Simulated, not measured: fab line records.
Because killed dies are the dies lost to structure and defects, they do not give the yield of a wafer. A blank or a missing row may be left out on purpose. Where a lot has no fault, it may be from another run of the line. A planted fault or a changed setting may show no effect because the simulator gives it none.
Which of the tools did it?    flow gf180mcu    36 wafers from 12 lots sampled at 5 of the route's 602 steps

== WHAT THE GAUGES READ, wafer by wafer ==
GF_VT_IMPLANT_RS_MEAS_49: uses a four-point probe to measure.
lot   measured      on             MVPSD_RS (ohm/sq)
L852  day 7 20:59   film metro-04  1165.1 1165.7 1168.4
L853  day 8 04:07   film metro-01  1168.0 1168.0 1166.0
L854  day 8 12:43   film metro-01  1168.2 1170.7 1166.9
L856  day 8 21:46   film metro-04  1171.7 1172.1 1170.0
L857  day 9 02:22   film metro-04  1166.5 1166.5 1165.5
L861  day 10 06:22  film metro-01  1172.9 1169.4 1173.6
L863  day 10 22:31  film metro-03  1166.6 1167.1 1169.0
L866  day 11 15:36  film metro-04  1173.0 1172.5 1169.8
L870  day 12 22:25  film metro-01  1163.7 1166.2 1164.5
L872  day 13 09:16  film metro-03  1166.8 1167.3 1167.0
L873  day 13 17:26  film metro-01  1169.3 1167.7 1169.1
L874  day 14 04:27  film metro-04  1166.0 1169.5 1168.9

GF_PSD_RS_MEAS_14: uses a four-point probe to measure.
lot   measured      on             NSD_RS (ohm/sq)
L852  day 14 19:00  film metro-03  46.04 46.04 46.06
L853  day 14 22:26  film metro-02  46.14 46.05 46.13
L854  day 15 11:51  film metro-02  46.14 46.16 46.16
L856  day 15 18:44  film metro-01  46.28 46.15 46.10
L857  day 16 04:41  film metro-03  45.96 46.03 46.04
L861  day 17 15:01  film metro-01  44.64 44.77 44.71 44.72 44.72 44.68
L863  day 18 12:30  film metro-03  44.73 44.61 44.73 44.73 44.57 44.69
L866  day 19 08:09  film metro-03  46.01 45.98 45.94
L870  day 20 23:19  film metro-01  46.01 46.10 46.15
L872  day 21 11:28  film metro-03  46.10 46.15 46.10
L873  day 21 22:05  film metro-01  46.11 46.18 46.19
L874  day 22 11:33  film metro-01  46.24 46.22 46.07

GF_PSD_RS_MEAS_15: uses a four-point probe to measure.
lot   measured      on             PSD_RS (ohm/sq)
L852  day 14 19:07  film metro-03  108.3 108.5 108.3
L853  day 14 22:33  film metro-02  108.6 108.5 108.7
L854  day 15 11:58  film metro-02  108.8 108.8 108.6
L856  day 15 18:51  film metro-01  108.3 108.4 108.5
L857  day 16 04:49  film metro-03  108.3 108.4 108.4
L861  day 17 18:37  film metro-01  103.3 103.3 103.5 103.4 103.5 103.7
L863  day 18 17:48  film metro-03  103.9 103.7 104.0 104.0 103.7 103.9
L866  day 19 08:16  film metro-03  108.3 108.2 108.0
L870  day 20 23:26  film metro-01  108.5 108.4 108.8
L872  day 21 11:35  film metro-03  108.6 108.6 108.7
L873  day 21 22:12  film metro-01  108.5 108.7 108.7
L874  day 22 11:40  film metro-01  109.1 109.1 109.1

== WHICH TOOL RAN EACH LOT (tool, then ch and the chambers of the sampled wafers, then the start) ==
lot   GF_DUAL_GATE_STRIP_13                 GF_PSD_RTA_13
L852  plasma asher-02 ch 0,1, day 8 17:01   rtp anneal-02 ch 0, day 14 18:55
L853  plasma asher-02 ch 1, day 8 23:15     rtp anneal-02 ch 0, day 14 22:20
L854  plasma asher-02 ch 0,1, day 9 08:07   rtp anneal-02 ch 0, day 15 11:46
L856  plasma asher-02 ch 0,1, day 9 17:14   rtp anneal-02 ch 0, day 15 18:39
L857  plasma asher-04 ch 0,1, day 9 21:05   rtp anneal-02 ch 0, day 16 04:35
L861  plasma asher-02 ch 0,1, day 11 02:42  rtp anneal-02 ch 0, day 17 14:55
L863  plasma asher-02 ch 0,1, day 11 18:56  rtp anneal-02 ch 0, day 18 12:24
L866  plasma asher-04 ch 0,1, day 12 12:52  rtp anneal-01 ch 0, day 19 08:04
L870  plasma asher-04 ch 0,1, day 13 20:09  rtp anneal-01 ch 0, day 20 23:13
L872  plasma asher-04 ch 0,1, day 14 07:44  rtp anneal-02 ch 0, day 21 11:22
L873  plasma asher-02 ch 0,1, day 14 16:19  rtp anneal-01 ch 0, day 21 21:59
L874  plasma asher-02 ch 0,1, day 15 06:25  rtp anneal-01 ch 0, day 22 11:28
- GF_DUAL_GATE_STRIP_13: strips in O2/N2.
- GF_PSD_RTA_13: time 20 s.

== WHAT THE TOOLS THEMSELVES READ (means of the sampled wafers that have a number; where no wafer has one, the mark that the record gives instead) ==
GF_DUAL_GATE_STRIP_13.
lot   tool             drypump motor current A (A)  heater power w (W)  oes product au (a.u.)  strip time to endpoint s (s)
L852  plasma asher-02  5.7                          309                 0.717                  12.66
L853  plasma asher-02  5.7                          322                 0.714                  12.61
L854  plasma asher-02  5.7                          296                 0.715                  12.66
L856  plasma asher-02  5.7                          308                 0.720                  12.60
L857  plasma asher-04  6.0                          311                 0.714                  12.71
L861  plasma asher-02  5.7                          306                 0.715                  12.65
L863  plasma asher-02  5.7                          293                 0.716                  12.60
L866  plasma asher-04  5.6                          342                 0.716                  12.67
L870  plasma asher-04  5.6                          342                 0.720                  12.62
L872  plasma asher-04  5.7                          333                 0.714                  12.61
L873  plasma asher-02  5.7                          291                 0.713                  12.57
L874  plasma asher-02  5.7                          293                 0.712                  12.64

GF_PSD_RTA_13.
lot   tool           lamp power pct (%)  wafer_temp_C_max
L852  rtp anneal-02  30.0                1029.3
L853  rtp anneal-02  30.0                1029.0
L854  rtp anneal-02  30.1                1028.7
L856  rtp anneal-02  30.0                1028.9
L857  rtp anneal-02  30.1                1028.9
L861  rtp anneal-02  30.8                1038.4
L863  rtp anneal-02  30.8                1039.0
L866  rtp anneal-01  26.0                1030.8
L870  rtp anneal-01  26.0                1029.9
L872  rtp anneal-02  30.0                1028.9
L873  rtp anneal-01  26.0                1029.3
L874  rtp anneal-01  26.0                1029.6

== THE ANSWER, worked out from the rows above alone ==
Rule: what is usual is taken from the lots themselves. The widest of any qualifying gaps counts: lots, ordered by their means at a reading, are off when they make up no more than a third of the lots, leave a main group of 4 or more, and stand apart from it by 3 or more times the standard deviation of that group's means. A main group whose means are all the same, to the digits that the tables above print for the reading, isn't used. Also off: a lot with no number at a reading for which 4 or more lots have one. Any other lot the step has rows for is counted as sound. First the gauges in route order, then the tools' own readings, where a lot's mean is used as printed above. The first step at which some lot is off is used, and at that step the reading that is off furthest; a lot without a number counts as furthest.
Off: L861, L863, at GF_PSD_RS_MEAS_14 (NSD_RS). For the main group the mean is 46.10 ohm/sq and the standard deviation 0.067.
A tool fits if, at a process step before that reading, it ran every lot that is off, and no sound lot after the first of them. Not tried: the gauges at GF_PSD_RS_MEAS_14; whatever is off there is also off at GF_PSD_RTA_13, on other tools, and gauge error can't account for it. None of those tried fits.

== WHAT HAD BEEN PUT IN BY THE SIMULATOR ==
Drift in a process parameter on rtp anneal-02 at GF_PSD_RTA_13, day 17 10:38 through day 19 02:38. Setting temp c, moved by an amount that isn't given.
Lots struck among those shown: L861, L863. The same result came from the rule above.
